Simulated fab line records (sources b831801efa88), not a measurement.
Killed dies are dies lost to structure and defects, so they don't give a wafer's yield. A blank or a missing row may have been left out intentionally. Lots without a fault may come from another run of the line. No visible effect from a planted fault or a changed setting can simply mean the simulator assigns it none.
The tool behind it: which one? / flow sky130 / 21 wafers sampled from 7 lots at 1 step of a route of 708

WHAT THE GAUGES SHOWED, per wafer
SKY_SONOS_ONO_THK_MEAS_01.
lot=L805; measured=day 12 23:20; on=film-metro-04; SONOS_ONO_OXIDATION_THK (nm)=2.58 2.55 2.60
lot=L807; measured=day 13 11:44; on=film-metro-03; SONOS_ONO_OXIDATION_THK (nm)=2.59 2.57 2.52
lot=L809; measured=day 13 22:28; on=film-metro-03; SONOS_ONO_OXIDATION_THK (nm)=2.59 2.60 2.64
lot=L813; measured=day 15 11:02; on=film-metro-02; SONOS_ONO_OXIDATION_THK (nm)=2.54 2.52 2.51
lot=L816; measured=day 16 10:15; on=film-metro-03; SONOS_ONO_OXIDATION_THK (nm)=2.57 2.61 2.58
lot=L822; measured=day 18 13:52; on=film-metro-04; SONOS_ONO_OXIDATION_THK (nm)=2.52 2.50 2.43
lot=L824; measured=day 18 21:33; on=film-metro-04; SONOS_ONO_OXIDATION_THK (nm)=2.57 2.56 2.48

WHICH TOOL RAN EACH LOT (tool, then ch and the chambers of the sampled wafers, then the start)
Record: no process step prior to these readings.

THE ANSWER, worked out from the rows above alone
Rule: the lots themselves supply what counts as usual. The widest of any qualifying gaps counts: lots, ordered by their means at a reading, are off when they make up no more than a third of the lots, leave a main group of 4 or more, and stand apart from it by 3 or more times the standard deviation of that group's means. A main group is skipped when, at the precision printed for the reading in the tables above, its means are all equal. Also off: a lot with no number at a reading for which 4 or more lots have one. The other lots that the step has rows for count as sound.
No lot is off at any reading shown: from this, nothing can be told.

WHAT THE SIMULATOR HAD PUT IN
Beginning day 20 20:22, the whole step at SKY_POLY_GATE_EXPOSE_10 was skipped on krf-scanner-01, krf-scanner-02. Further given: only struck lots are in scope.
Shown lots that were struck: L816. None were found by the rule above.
